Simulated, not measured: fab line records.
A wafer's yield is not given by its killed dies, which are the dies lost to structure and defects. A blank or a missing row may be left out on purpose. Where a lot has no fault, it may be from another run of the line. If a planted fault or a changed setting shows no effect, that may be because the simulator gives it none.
What tool caused it? -- flow gf180mcu -- 33 wafers from 11 lots sampled at 3 of the route's 602 steps

## WHAT THE GAUGES SHOWED, per wafer
GF_NWELL_TW_MEAS_11.
lot,measured,on,NWELL_TW
L547,day 3 07:22,filmMetro-04,1573 1568 1570
L550,day 4 01:25,filmMetro-01,1591 1574 1592
L551,day 4 06:04,filmMetro-01,1577 1575 1588
L553,day 4 18:05,filmMetro-04,1568 1565 1565
L561,day 6 12:36,filmMetro-02,1314 1308 1305 1314 1322 1314
L562,day 6 16:20,filmMetro-04,1288 1285 1290 1274 1274 1295
L565,day 7 14:33,filmMetro-02,1586 1577 1591
L566,day 7 15:08,filmMetro-01,1568 1588 1580
L568,day 8 02:40,filmMetro-02,1592 1581 1581
L569,day 8 08:17,filmMetro-04,1564 1563 1569
L570,day 8 14:27,filmMetro-02,1581 1585 1584

## WHAT TOOL EACH LOT RAN ON (gives the tool, then ch and the chambers of the sampled wafers, and finally the start)
lot,GF_NWELL_IMPLANT_08,GF_NWELL_STRIP_10
L547,"implanter-03 ch 0, day 3 06:59","plasmaAsher-03 ch 0,1, day 3 07:15"
L550,"implanter-01 ch 0, day 4 01:02","plasmaAsher-03 ch 0,1, day 4 01:18"
L551,"implanter-01 ch 0, day 4 05:40","plasmaAsher-04 ch 0,1, day 4 05:58"
L553,"implanter-04 ch 0, day 4 17:42","plasmaAsher-01 ch 0,1, day 4 17:58"
L561,"implanter-01 ch 0, day 6 12:14","plasmaAsher-01 ch 0,1, day 6 12:30"
L562,"implanter-01 ch 0, day 6 15:58","plasmaAsher-03 ch 0,1, day 6 16:15"
L565,"implanter-03 ch 0, day 7 14:09","plasmaAsher-04 ch 0,1, day 7 14:27"
L566,"implanter-04 ch 0, day 7 14:44","plasmaAsher-01 ch 0,1, day 7 15:01"
L568,"implanter-03 ch 0, day 8 02:17","plasmaAsher-04 ch 1, day 8 02:33"
L569,"implanter-04 ch 0, day 8 07:53","plasmaAsher-03 ch 0,1, day 8 08:10"
L570,"implanter-03 ch 0, day 8 14:03","plasmaAsher-03 ch 0,1, day 8 14:21"
- GF_NWELL_IMPLANT_08
- GF_NWELL_STRIP_10: strips in O2/N2.

## THE ANSWER, worked out from the rows above alone
Rule: the lots themselves supply what counts as usual. Put in order of their means at a reading, lots are off if they are a third of the lots or fewer, leave a main group of 4 or more, and stand apart from it by a gap of 3 or more times the standard deviation of the main group's means; of several such gaps the widest counts. A main group is skipped when, at the precision printed for the reading in the tables above, its means are all equal. Also off: a lot with no number at a reading for which 4 or more lots have one. Any other lot the step has rows for is counted as sound.
Off: L561, L562, seen at GF_NWELL_TW_MEAS_11 (NWELL_TW). The main group has a mean of 1578 with a standard deviation of 7.8.
A tool fits if, at a process step before that reading, it ran every lot that is off, and no sound lot after the first of them. The gauges at GF_NWELL_TW_MEAS_11 are tried like those tools. One candidate fits, namely implanter-01 at GF_NWELL_IMPLANT_08. A fault onset in the window from L551 (day 4 05:40, its last sound lot) to L561 (day 6 12:14, its first lot off) fits.

## WHAT THE SIMULATOR HAD PUT IN
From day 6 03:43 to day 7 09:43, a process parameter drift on implanter-01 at GF_NWELL_IMPLANT_08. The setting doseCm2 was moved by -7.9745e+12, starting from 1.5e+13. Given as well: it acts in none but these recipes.
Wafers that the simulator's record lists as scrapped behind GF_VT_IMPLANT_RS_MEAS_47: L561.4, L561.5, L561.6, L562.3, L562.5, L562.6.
Lots struck among those shown: L561, L562. Same finding as the rule above.
